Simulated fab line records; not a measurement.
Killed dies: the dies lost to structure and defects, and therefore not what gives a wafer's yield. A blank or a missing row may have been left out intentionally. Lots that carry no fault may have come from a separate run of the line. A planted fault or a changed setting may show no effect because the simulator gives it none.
The tool behind it: which one?    flow sky130    14 lots with 41 wafers sampled at 3 steps, on a route of 708 steps

## WHAT EACH GAUGE READ, for each wafer
SKY_METAL3_CD_MEAS_13: the cd target is 300 nm.
lot   measured      on        cdNm (nm)
L702  day 38 07:49  cdSem-01  303.6 301.6 301.8
L704  day 39 00:02  cdSem-01  299.9 297.9 298.7
L706  day 39 13:40  cdSem-01  301.2 302.1 303.1
L707  day 40 15:25  cdSem-02  301.8 301.5 301.9
L708  day 40 19:59  cdSem-01  299.3 300.4 301.0
L709  day 40 22:00  cdSem-02  299.3 299.8 299.9
L710  day 41 01:08  cdSem-01  298.2 298.5 299.5
L715  day 42 20:47  cdSem-01  300.6 300.8
L719  day 43 23:06  cdSem-01  300.9 300.9 301.4
L721  day 44 02:03  cdSem-01  303.2 303.2 301.9
L722  day 44 23:27  cdSem-01  299.9 298.0 298.5
L724  day 45 02:52  cdSem-02  299.2 298.4 299.3
L723  day 45 03:13  cdSem-01  297.2 298.2 298.9
L725  day 45 05:01  cdSem-01  300.3 300.5 301.1

SKY_VIA3_THK_MEAS_01.
lot   measured      on            VIA3_HDPCVD_THK (nm)
L702  day 38 09:07  filmMetro-02  1647 1606 1653
L704  day 39 01:18  filmMetro-02  1594 1608 1610
L706  day 39 14:54  filmMetro-02  1636 1618 1635
L707  day 40 16:45  filmMetro-02  1665 1645 1622
L708  day 40 21:13  filmMetro-03  1658 1642 1636
L709  day 40 23:16  filmMetro-02  1632 1640 1639
L710  day 41 02:22  filmMetro-04  1668 1652 1662
L715  day 42 22:04  filmMetro-02  1658 1628
L719  day 44 00:23  filmMetro-03  1625 1643 1641
L721  day 44 03:25  filmMetro-04  1620 1623 1605
L722  day 45 00:41  filmMetro-04  1622 1649 1632
L724  day 45 04:08  filmMetro-02  1666 1644 1645
L723  day 45 04:27  filmMetro-02  1630 1645 1623
L725  day 45 06:16  filmMetro-04  1664 1618 1629

SKY_VIA3_BOW_MEAS_03.
lot   measured      on            VIA3_BOW (um)
L702  day 38 09:30  filmMetro-04  84 74 86
L704  day 39 01:40  filmMetro-04  74 81 94
L706  day 39 15:16  filmMetro-03  79 72 90
L707  day 40 17:19  filmMetro-02  84 70 93
L708  day 40 21:35  filmMetro-03  86 85 91
L709  day 40 23:38  filmMetro-03  80 66 75
L710  day 41 02:44  filmMetro-02  76 75 79
L715  day 42 22:26  filmMetro-03  78 64
L719  day 44 00:44  filmMetro-02  81 79 79
L721  day 44 03:47  filmMetro-03  78 88 95
L722  day 45 01:04  filmMetro-03  88 92 81
L724  day 45 04:58  filmMetro-03  72 59 77
L723  day 45 05:16  filmMetro-02  77 74 87
L725  day 45 06:38  filmMetro-04  86 77 70

## EACH LOT AND THE TOOL THAT RAN IT (in order: tool; ch and the chambers of the sampled wafers; start)
There is no process step in the record ahead of these readings.

## WHAT THE TOOLS THEMSELVES READ (means of the sampled wafers that have a number; where no wafer has one, the mark that the record gives instead)
The record holds no such reading with a usual standard deviation.

## THE ANSWER, worked out from the rows above alone
Rule: the lots themselves supply what counts as usual. The widest of any qualifying gaps counts: lots, ordered by their means at a reading, are off when they make up no more than a third of the lots, leave a main group of 4 or more, and stand apart from it by 3 or more times the standard deviation of that group's means. Not used: any main group whose means are identical at the precision the tables above print for the reading. A lot without any number at a reading at which 4 lots or more have one is off too. All remaining lots with rows at the step are treated as sound. After the gauges, taken in route order, come the tools' own readings; for these a lot's mean is taken, as printed above. The first step at which some lot is off is used, and at that step the reading that is off furthest; a lot without a number counts as furthest.
No lot is off on any of the readings shown, so nothing can be concluded from this.

## WHAT THE SIMULATOR HAD PUT IN
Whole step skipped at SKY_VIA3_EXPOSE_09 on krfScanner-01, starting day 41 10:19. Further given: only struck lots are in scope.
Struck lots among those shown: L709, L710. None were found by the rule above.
